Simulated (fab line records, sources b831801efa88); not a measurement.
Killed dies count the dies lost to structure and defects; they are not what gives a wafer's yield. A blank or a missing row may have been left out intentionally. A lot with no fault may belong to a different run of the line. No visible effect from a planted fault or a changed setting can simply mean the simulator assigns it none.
Comparing a struck lot with a sound one :: flow sky130 :: 14 out of 708 route steps
Sound: the wafers L444.1, L444.2, L444.6. Wafers struck: L448.4, L448.5, L448.6. At the end, the cause is stated.
Per side, at each step with rows, come the tool, then ch with its chambers, and then its first start. Under that, the readings that differ: sound wafers :: struck wafers :: difference of the means :: sigmas: that difference in standard deviations of wafers without a fault.
alike: readings with means less than 2 such deviations apart, plus words and numbers identical on both sides. not compared: withheld readings, readings lacking a value on some wafer, bounds such as >300 that could conceal the same value, and numbers that have no deviation in the record and whose values overlap.
The two part at a step that has a row with sigmas, a row that says differs or no value, or rows on one side only. Numbers that don't overlap but have no deviation are shown without sigmas and don't part them. Lack of a reading on every wafer of one side parts them only where that side has two or more wafers.

first, 4 steps without rows for these wafers: SKY_LDD_N_IMPLANT_12; SKY_LDD_N_IMPLANT_13; SKY_LDD_N_IMPLANT_14; SKY_LDD_N_IMPLANT_15.
SKY_LDD_N_STRIP_16: strips in O2/N2.
  sound on plasma_asher-02 ch 0,1, day 23 08:17; struck on plasma_asher-04 ch 0,1, day 23 20:43
  alike: drypump_motor_current_A, oes_product_au, strip_time_to_endpoint_s
  not compared: rf_hours_counter_h
SKY_LDD_N_TW_MEAS_17:
  struck on film_metro-04, day 23 20:49; sound on film_metro-04, day 23 08:23
  alike: LDD_N_TW
then, 6 steps without rows for these wafers: SKY_LDD_P_DEHYDRATE_00 (time 60 s); SKY_LDD_P_HMDS_01 (prime time 60 s); SKY_LDD_P_COAT_02 (resist thk 1140 nm); SKY_LDD_P_SOFTBAKE_03 (time 60 s); SKY_LDD_P_EXPOSE_04 (exposes mask PSDM, target cd 380 nm); SKY_LDD_P_PEB_05.
SKY_LDD_P_DEVELOP_06: develop time 60 s.
  struck on litho_track-04, day 25 02:40; sound on litho_track-02 ch 0, day 24 13:15
  no value came back on the struck wafers for chill_plate_temp_C (C), develop_time_s (s); on the sound wafers chill_plate_temp_C (C) reads 23.08 22.89 22.94
SKY_LDD_P_CD_MEAS_07: target cd 380 nm.
  struck on cd_sem-02, day 25 02:48; sound on cd_sem-01, day 24 13:24
reading: cd_nm (nm)
sound: 380.8 380.0 380.1
struck: - - -
difference: no value on the struck wafers
sigmas: 

## WHERE THEY PART
First at SKY_LDD_P_DEVELOP_06; last, within this record, at SKY_LDD_P_CD_MEAS_07.

WHY: whatever the simulator had introduced
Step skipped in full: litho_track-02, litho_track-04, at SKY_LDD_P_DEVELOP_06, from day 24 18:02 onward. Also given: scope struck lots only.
